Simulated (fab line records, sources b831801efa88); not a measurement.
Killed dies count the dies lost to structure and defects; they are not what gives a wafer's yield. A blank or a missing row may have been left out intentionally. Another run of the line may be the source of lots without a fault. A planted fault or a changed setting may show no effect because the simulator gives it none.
fab line records | flow sky130 | part 2 of 2: steps 29 to 36 of 36
record: lots: 5 | wafers: 15 | last-day: 50
route steps=708 shown VIA3@597 METAL4@598 CAP2M@603
lots with no fault: from the same line, run without faults
start-h: hours from the record's first day to the start of the lot's first wafer shown | wait-h: how many hours have passed since the lot's step before this one | " repeats the value in the row above | L1.1+2: a single row standing in for several wafers | - either no value or no given start | * or withheld: withheld | < > ~ a bound
route shown NAME@n: a module of which the file shows steps, and the number in the route of the first | usual: the fault-free wafers' mean and standard deviation | same: alike in all rows | chamber/n: place in a boat | sites: per-site readings | _std_site: the values' standard deviation | _edge_site: the outer-site mean with the inner-site mean subtracted | radius-mm: how far each site lies from the wafer's centre | mask NAME#n: copy n | behind: the last tool/chamber to shape the wafer | hold: why the lot was held/for how many hours/how that ended | device: the transistor (n, p or np) that didn't switch | end of line: the same wafers' tests at the end of the route | step lacking rows: just its recipe | killed: dies lost to structure and defects at the first sort, not the wafer's yield | map: shows each die of a wafer: x if killed, . if not, _ if none is there
set.NAME: the run value of the setting; set.NAME@STEP: its run value at that earlier step | model.NAME: the simulator's own value behind a step, which no gauge read
certain route steps with their lots: each step a table, each wafer a row
services: the hour from which a tool's chamber was out of use, counted from the record's first day as start-h (under 0 if before that day), plus the number of hours and why
== steps ==
step: SKY_METAL4_SOFTBAKE_09
recipe: temp-c: 100 | time-s: 90 | resist: KrF-thick
usual: heater-power-total-W: 57.35/0.11
lot.wafer | tool           | chamber | start-h | wait-h | heater-power-total-W
L077.2    | litho-track-04 | 0       | -       | -      | 57.41
L077.3    | "              | 0       | "       | "      | 57.26
L077.6    | "              | 0       | "       | "      | 57.52
L078.1    | litho-track-02 | 0       | -       | -      | 57.51
L078.2    | "              | 0       | "       | "      | 57.40
L078.4    | "              | 0       | "       | "      | 57.47
L081.4    | litho-track-04 | 0       | -       | -      | 57.15
L081.5    | "              | 0       | "       | "      | 57.33
L081.6    | "              | 0       | "       | "      | 57.36
L093.1    | litho-track-04 | 0       | -       | -      | 57.33
L093.2    | "              | 0       | "       | "      | 57.25
L093.4    | "              | 0       | "       | "      | 57.43
L095.3    | litho-track-02 | 0       | -       | -      | 57.29
L095.4    | "              | 0       | "       | "      | 57.46
L095.5    | "              | 0       | "       | "      | 57.23
step: SKY_METAL4_EXPOSE_10
recipe: mask-id: MM4 | na: 0.68 | source-shape: annular | sigma-inner: 0.4 | sigma-outer: 0.8 | target-cd-nm: 300 | dose-mj: 28
usual: exposure-dose-mJ-cm2: 27.95/0.039 | focus-offset-nm: 0.1/0.55
lot.wafer | tool           | chamber | start-h | wait-h | mask  | exposure-dose-mJ-cm2 | focus-offset-nm
L077.2    | krf-scanner-02 | 0       | -       | -      | MM4#0 | 27.95                | 0.0
L077.3    | "              | 0       | "       | "      | MM4#0 | 27.93                | 0.5
L077.6    | "              | 0       | "       | "      | MM4#0 | 27.86                | 0.5
L078.1    | krf-scanner-02 | 0       | -       | -      | MM4#0 | 27.92                | 0.9
L078.2    | "              | 0       | "       | "      | MM4#0 | 27.87                | 0.9
L078.4    | "              | 0       | "       | "      | MM4#0 | 27.89                | 0.8
L081.4    | krf-scanner-01 | 0       | -       | -      | MM4#0 | 27.98                | 0.2
L081.5    | "              | 0       | "       | "      | MM4#0 | 28.01                | 0.5
L081.6    | "              | 0       | "       | "      | MM4#0 | 27.98                | -0.2
L093.1    | krf-scanner-02 | 0       | -       | -      | MM4#0 | 27.92                | 0.2
L093.2    | "              | 0       | "       | "      | MM4#0 | 27.94                | -0.4
L093.4    | "              | 0       | "       | "      | MM4#0 | 27.90                | -0.8
L095.3    | krf-scanner-01 | 0       | -       | -      | MM4#0 | 27.98                | -0.8
L095.4    | "              | 0       | "       | "      | MM4#0 | 27.99                | -1.1
L095.5    | "              | 0       | "       | "      | MM4#0 | 27.98                | -0.5
step: SKY_METAL4_PEB_11
recipe: peb-temp-c: withheld | peb-time-s: withheld | resist: KrF-thick
lot.wafer  | tool           | chamber | start-h | wait-h
L077.2+3+6 | litho-track-02 | 0       | -       | -
L078.1+2+4 | litho-track-03 | 0       | -       | -
L081.4+5+6 | litho-track-03 | 0       | -       | -
L093.1+2+4 | litho-track-04 | 0       | -       | -
L095.3+4+5 | litho-track-02 | 0       | -       | -
step: SKY_METAL4_DEVELOP_12
recipe: develop-time-s: 60 | resist: KrF-thick | dev-temp-c: 21
lot.wafer  | tool           | chamber | start-h | wait-h
L077.2+3+6 | litho-track-02 | 0       | -       | -
L078.1+2+4 | litho-track-03 | 0       | -       | -
L081.4+5+6 | litho-track-03 | 0       | -       | -
L093.1+2+4 | litho-track-04 | 0       | -       | -
L095.3+4+5 | litho-track-02 | 0       | -       | -
step: SKY_METAL4_CD_MEAS_13
recipe: target-cd-nm: 300
usual: cd-nm: 300.3/1.2
lot.wafer | tool      | chamber | start-h | wait-h | cd-nm
L077.2    | cd-sem-02 | -       | 993.45  | -      | 300.9
L077.3    | "         | -       | "       | "      | 301.3
L077.6    | "         | -       | "       | "      | 301.0
L078.1    | cd-sem-01 | -       | 1003.68 | -      | 301.7
L078.2    | "         | -       | "       | "      | 302.2
L078.4    | "         | -       | "       | "      | 301.2
L081.4    | cd-sem-01 | -       | 1025.44 | -      | 300.1
L081.5    | "         | -       | "       | "      | 300.0
L081.6    | "         | -       | "       | "      | 298.8
L093.1    | cd-sem-01 | -       | 1103.89 | -      | 302.1
L093.2    | "         | -       | "       | "      | 300.6
L093.4    | "         | -       | "       | "      | 301.8
L095.3    | cd-sem-01 | -       | 1124.17 | -      | 301.5
L095.4    | "         | -       | "       | "      | 300.9
L095.5    | "         | -       | "       | "      | 300.6
step: SKY_METAL4_OVL_MEAS_14
usual: METAL4_OVL: -3/5.1
lot.wafer | tool       | chamber | start-h | wait-h | METAL4_OVL[nm]
L077.2    | overlay-01 | -       | 993.56  | 0.1    | 7
L077.3    | "          | -       | "       | "      | 0
L077.6    | "          | -       | "       | "      | 1
L078.1    | overlay-02 | -       | 1003.80 | 0.1    | 4
L078.2    | "          | -       | "       | "      | -6
L078.4    | "          | -       | "       | "      | -1
L081.4    | overlay-01 | -       | 1025.52 | 0.1    | -7
L081.5    | "          | -       | "       | "      | -4
L081.6    | "          | -       | "       | "      | -8
L093.1    | overlay-02 | -       | 1104.01 | 0.1    | -8
L093.2    | "          | -       | "       | "      | -10
L093.4    | "          | -       | "       | "      | -15
L095.3    | overlay-01 | -       | 1124.26 | 0.1    | -2
L095.4    | "          | -       | "       | "      | 0
L095.5    | "          | -       | "       | "      | -2
step: SKY_METAL4_DESCUM_15
recipe: chemistry: O2 | source-power-w: 150 | bias-power-w: 0 | pressure-mtorr: 10 | temp-c: 40 | time-s: 8
usual: chamber-pressure-mTorr: 10.001/0.0087 | drypump-motor-current-A: 5.7/0.41 | he-backside-leak-sccm: 3.42/0.2 | oes-product-au: 1.012/0.01
lot.wafer | tool         | chamber | start-h | wait-h | chamber-pressure-mTorr | drypump-motor-current-A | he-backside-leak-sccm | oes-product-au | rf-hours-counter-h
L077.2    | rie-metal-04 | 0       | 993.59  | 0.0    | 10.003                 | 6.6                     | 3.50                  | 1.012          | 2
L077.3    | "            | 0       | "       | "      | 9.989                  | 6.6                     | 3.34                  | 1.016          | -
L077.6    | "            | 1       | "       | "      | 9.998                  | 6.2                     | 3.37                  | 1.003          | -
L078.1    | rie-metal-03 | 0       | 1003.83 | 0.0    | 9.996                  | 5.5                     | 3.49                  | 1.026          | 15
L078.2    | "            | 1       | "       | "      | 10.007                 | 5.3                     | 3.41                  | 1.011          | 15
L078.4    | "            | 0       | "       | "      | 10.005                 | 5.5                     | 3.38                  | 1.018          | -
L081.4    | rie-metal-04 | 0       | 1025.55 | 0.0    | 9.992                  | 6.6                     | 3.60                  | 1.016          | -
L081.5    | "            | 1       | "       | "      | 9.999                  | 6.1                     | 3.10                  | 0.994          | -
L081.6    | "            | 0       | "       | "      | 10.001                 | 6.6                     | 3.48                  | 1.020          | -
L093.1    | rie-metal-01 | 0       | 1104.05 | 0.0    | 9.990                  | 5.5                     | 3.22                  | 1.000          | 1
L093.2    | "            | 1       | "       | "      | 9.997                  | 5.8                     | 3.62                  | 1.005          | 29
L093.4    | "            | 1       | "       | "      | 10.013                 | 5.8                     | 3.67                  | 1.015          | -
L095.3    | rie-metal-01 | 0       | 1124.31 | 0.0    | 10.006                 | 5.5                     | 3.53                  | 1.001          | -
L095.4    | "            | 0       | "       | "      | 9.994                  | 5.5                     | 3.36                  | 0.993          | -
L095.5    | "            | 0       | "       | "      | 9.992                  | 5.5                     | 3.36                  | 1.009          | -
step: SKY_METAL4_ETCH_16
recipe: chemistry: N2/H2 | target: BARC | ion-energy-ev: 200 | bias-w: 100 | pressure-mtorr: 30 | n2-flow-sccm: 100 | h2-flow-sccm: 200 | icp-w: 485.4 | stop-on: SiO2 | time-s: 88.2 | target-depth-a: 600
usual: chamber-pressure-mTorr: 30.004/0.028 | drypump-motor-current-A: 5.7/0.4 | h2-flow-sccm: 199.9/0.6 | he-backside-leak-sccm: 3.4/0.36 | oes-product-au: 0.626/0.0048 | throttle-valve-pct: 13.206/0.009
lot.wafer | tool         | chamber | start-h | wait-h | chamber-pressure-mTorr | drypump-motor-current-A | h2-flow-sccm | he-backside-leak-sccm | oes-product-au | rf-hours-counter-h | throttle-valve-pct
L077.2    | rie-metal-04 | 0       | 993.62  | 0.0    | 29.985                 | 6.6                     | 200.0        | 3.3                   | 0.619          | 2                  | 13.219
L077.3    | "            | 0       | "       | "      | 29.966                 | 6.6                     | 199.7        | 3.1                   | 0.622          | -                  | 13.212
L077.6    | "            | 1       | "       | "      | 29.994                 | 6.2                     | 200.3        | 3.1                   | 0.621          | -                  | 13.201
L078.1    | rie-metal-03 | 0       | 1003.87 | 0.0    | 30.001                 | 5.5                     | 200.5        | 3.5                   | 0.627          | 15                 | 13.222
L078.2    | "            | 1       | "       | "      | 30.044                 | 5.3                     | 200.7        | 3.5                   | 0.625          | 15                 | 13.198
L078.4    | "            | 0       | "       | "      | 30.032                 | 5.5                     | 200.2        | 3.5                   | 0.627          | -                  | 13.210
L081.4    | rie-metal-04 | 0       | 1025.60 | 0.0    | 30.015                 | 6.6                     | 199.5        | 3.3                   | 0.623          | -                  | 13.195
L081.5    | "            | 1       | "       | "      | 30.050                 | 6.1                     | 199.3        | 3.0                   | 0.633          | -                  | 13.208
L081.6    | "            | 0       | "       | "      | 30.002                 | 6.6                     | 200.1        | 3.3                   | 0.631          | -                  | 13.202
L093.1    | rie-metal-01 | 0       | 1104.08 | 0.0    | 30.019                 | 5.5                     | 200.0        | 5.6                   | 0.637          | 1                  | 13.202
L093.2    | "            | 1       | "       | "      | 30.010                 | 5.8                     | 198.9        | 3.5                   | 0.621          | 29                 | 13.208
L093.4    | "            | 1       | "       | "      | 29.985                 | 5.8                     | 199.8        | 3.2                   | 0.620          | -                  | 13.207
L095.3    | rie-metal-01 | 0       | 1124.42 | 0.1    | 30.027                 | 5.5                     | 199.4        | 3.2                   | 0.617          | -                  | 13.202
L095.4    | "            | 0       | "       | "      | 29.960                 | 5.5                     | 200.0        | 3.1                   | 0.631          | -                  | 13.215
L095.5    | "            | 0       | "       | "      | 29.977                 | 5.5                     | 200.4        | 3.1                   | 0.620          | -                  | 13.214
== services ==
tool             | chamber | start-h | hours | kind
rie-metal-04     | 0       | 934.91  | 2.4   | repair
rie-metal-03     | 0       | 936.49  | 23.9  | repair
cmp-01           | -       | 938.68  | 1.7   | repair
krf-scanner-02   | -       | 946.58  | 0.8   | pm
cmp-01           | -       | 956.46  | 3.9   | pm
krf-scanner-02   | -       | 960.33  | 1.0   | pm
krf-scanner-02   | -       | 972.18  | 4.9   | repair
pvd-sputter-04   | -       | 978.96  | 110.0 | repair
rie-metal-03     | 0       | 993.94  | 5.9   | repair
iline-stepper-01 | -       | 1009.29 | 5.2   | repair
cmp-01           | -       | 1012.02 | 0.3   | repair
krf-scanner-02   | -       | 1021.36 | 5.1   | repair
rie-metal-04     | -       | 1022.60 | 2.8   | pm
pvd-sputter-02   | -       | 1025.53 | 7.7   | repair
cmp-01           | -       | 1042.46 | 10.5  | pm
cmp-01           | -       | 1071.82 | 1.6   | repair
iline-stepper-01 | -       | 1073.00 | 1.7   | pm
pvd-sputter-01   | -       | 1079.39 | 60.2  | repair
krf-scanner-02   | -       | 1087.20 | 3.6   | pm
krf-scanner-02   | -       | 1090.76 | 1.3   | pm
pvd-sputter-03   | -       | 1095.39 | 6.2   | repair
krf-scanner-02   | -       | 1095.60 | 18.4  | repair
iline-stepper-01 | -       | 1096.78 | 1.7   | repair
pvd-sputter-03   | -       | 1099.42 | 25.4  | repair
